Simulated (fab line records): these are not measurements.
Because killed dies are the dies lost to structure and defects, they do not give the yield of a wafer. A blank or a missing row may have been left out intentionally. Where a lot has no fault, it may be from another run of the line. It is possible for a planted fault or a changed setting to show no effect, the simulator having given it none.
Split-lot trial | flow gf180mcu | 23 wafers read across 5 lots, on a route 602 steps long

== SPLIT DETAILS ==
At GF_V3_SPUTTER_21 (material Ti, target thk 15 nm, time 80.02 s), the setting power-w was moved away from the recipe's 2500 W on 10 of the 23 wafers read, by -9.4% to +6.7%. This setting was run at the recipe's value on the other wafers.

The reading is taken at the split's own step.

== THE READING ==
Ti_of_V3_SPUTTER_21.thk-nm (the simulator's own value, which no gauge read), in nm, at GF_V3_SPUTTER_21 (material Ti, target thk 15 nm, time 80.02 s). The file does not state a usual value for it. Average 14.99 nm, standard deviation 0.076 nm, over the 13 wafers here run with the recipe.

wafer  | tool, chamber at the split | power-w as run, W | against the recipe | Ti_of_V3_SPUTTER_21.thk-nm, nm | against lot-mates on the recipe
L074.1 | pvd-sputter-02, -          | 2500              | recipe             | 15.01                          | -
L074.2 | pvd-sputter-02, -          | 2349              | -6.0%              | 13.95                          | -1.07
L074.3 | pvd-sputter-02, -          | 2349              | -6.0%              | 14.03                          | -0.99
L074.5 | pvd-sputter-02, -          | 2349              | -6.0%              | 14.07                          | -0.95
L074.6 | pvd-sputter-02, -          | 2500              | recipe             | 15.03                          | -
L077.2 | pvd-sputter-02, -          | 2500              | recipe             | 15.08                          | -
L077.3 | pvd-sputter-02, -          | 2264              | -9.4%              | 13.63                          | -1.36
L077.4 | pvd-sputter-02, -          | 2264              | -9.4%              | 13.48                          | -1.51
L077.5 | pvd-sputter-02, -          | 2500              | recipe             | 14.86                          | -
L077.6 | pvd-sputter-02, -          | 2500              | recipe             | 15.02                          | -
L079.1 | pvd-sputter-03, -          | 2500              | recipe             | 15.07                          | -
L079.2 | pvd-sputter-03, -          | 2500              | recipe             | 15.11                          | -
L079.3 | pvd-sputter-03, -          | 2668              | +6.7%              | 16.09                          | +1.02
L079.4 | pvd-sputter-03, -          | 2500              | recipe             | 15.02                          | -
L079.5 | pvd-sputter-03, -          | 2668              | +6.7%              | 16.13                          | +1.06
L080.1 | pvd-sputter-04, -          | 2640              | +5.6%              | 15.7                           | +0.80
L080.2 | pvd-sputter-04, -          | 2500              | recipe             | 14.87                          | -
L080.3 | pvd-sputter-04, -          | 2640              | +5.6%              | 15.83                          | +0.93
L080.4 | pvd-sputter-04, -          | 2640              | +5.6%              | 15.74                          | +0.84
L080.6 | pvd-sputter-04, -          | 2500              | recipe             | 14.93                          | -
L082.1 | pvd-sputter-04, -          | 2500              | recipe             | 14.97                          | -
L082.3 | pvd-sputter-04, -          | 2500              | recipe             | 15.04                          | -
L082.5 | pvd-sputter-04, -          | 2500              | recipe             | 14.92                          | -

FIT RESULTS
A straight line over all 23 wafers: Ti_of_V3_SPUTTER_21.thk-nm changes by +0.154 nm for each +1% of power-w; r = +0.99; the points scatter about the line by 0.085 nm.
The same after taking each lot's own level away (the mean of its wafers on the recipe; 23 wafers): +0.156 nm for each +1%; r = +1.00; scatter 0.062 nm.
On that fit, the largest move of power-w shifts the reading by 1.5 nm.
Across the lots, their own levels run from 14.900 to 15.067 nm, a range of 2.2 times the standard deviation given above.
Consequently the slope shifts little with the lot-to-lot level, the two slopes agreeing.
Check: for one of the wafers moved furthest among these (-9.4%), held out of the fit, the line's prediction against its lot-mates is -1.51 nm. It came out at -1.36 nm against them.

== THE OTHER SPLITS THESE WAFERS WENT THROUGH ==
Other splits were also applied to these wafers ahead of the reading. Each is held against what the fit with the lots' levels taken away leaves over:
other split on the same wafers | wafers away from the commonest value | r with Ti_of_V3_SPUTTER_21.thk-nm (lot level and that fit taken away)
GF_V3_CMP_04 platen-rpm        | 6                                    | +0.21

== FILE'S OWN FIT ==
Ti_of_V3_SPUTTER_21.thk-nm changes by +0.155 nm for each +1% of power-w, r = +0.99.
